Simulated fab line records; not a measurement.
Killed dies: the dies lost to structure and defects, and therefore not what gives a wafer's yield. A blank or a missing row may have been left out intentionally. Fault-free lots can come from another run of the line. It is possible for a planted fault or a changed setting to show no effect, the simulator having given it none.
Which of the tools did it? ; flow sky130 ; 18 wafers from 6 lots sampled at 3 of the route's 708 steps

== WHAT THE GAUGES READ, wafer by wafer ==
SKY_NWELL_RS_MEAS_29: uses a four-point probe to measure.
lot;measured;on;NWELL_RS (ohm/sq)
L141;day 5 11:42;film metro-02;623.2 623.1 624.4
L144;day 6 08:50;film metro-02;625.2 626.5 625.6
L148;day 7 09:55;film metro-02;626.2 626.9 627.8
L152;day 8 10:23;film metro-02;624.0 622.8 625.0
L156;day 9 07:28;film metro-04;630.7 632.1 631.8
L158;day 9 23:29;film metro-02;635.3 635.5 636.9

== WHAT TOOL EACH LOT RAN ON (gives the tool, then ch and the chambers of the sampled wafers, and finally the start) ==
lot;SKY_FIELD_ISO_CMP_27;SKY_NWELL_IMPLANT_11
L141;cmp-02 ch 0,1,3, day 2 14:16;implanter-03 ch 0, day 4 16:44
L144;cmp-02 ch 0,3, day 3 06:59;implanter-04 ch 0, day 5 13:46
L148;cmp-01 ch 2,3, day 4 05:57;implanter-04 ch 0, day 6 14:07
L152;cmp-02 ch 0,1, day 5 03:04;implanter-03 ch 0, day 7 13:14
L156;cmp-02 ch 1,2,3, day 5 21:16;implanter-03 ch 0, day 8 09:30
L158;cmp-02 ch 1,2, day 6 09:05;implanter-03 ch 0, day 9 00:46
- SKY_FIELD_ISO_CMP_27: polishes, stops on Si3N4, t overpolish 16 s, target thk 457.8 nm.
- SKY_NWELL_IMPLANT_11

== THE ANSWER, worked out from the rows above alone ==
Rule: what is usual is taken from the lots themselves. The widest of any qualifying gaps counts: lots, ordered by their means at a reading, are off when they make up no more than a third of the lots, leave a main group of 4 or more, and stand apart from it by 3 or more times the standard deviation of that group's means. A main group is skipped when, at the precision printed for the reading in the tables above, its means are all equal. Also off: a lot with no number at a reading for which 4 or more lots have one. Any other lot the step has rows for is counted as sound.
Off: L156, L158, at SKY_NWELL_RS_MEAS_29 (NWELL_RS). Mean 625.1 ohm/sq and standard deviation 1.4 in the main group.
If a tool, at a process step before that reading, ran all the lots that are off and no sound lot after the first of them, it fits. The gauges at SKY_NWELL_RS_MEAS_29 are tried like those tools. Can't be told from this: 2 tools fit, cmp-02 at SKY_FIELD_ISO_CMP_27, implanter-03 at SKY_NWELL_IMPLANT_11.

== WHAT THE SIMULATOR HAD PUT IN ==
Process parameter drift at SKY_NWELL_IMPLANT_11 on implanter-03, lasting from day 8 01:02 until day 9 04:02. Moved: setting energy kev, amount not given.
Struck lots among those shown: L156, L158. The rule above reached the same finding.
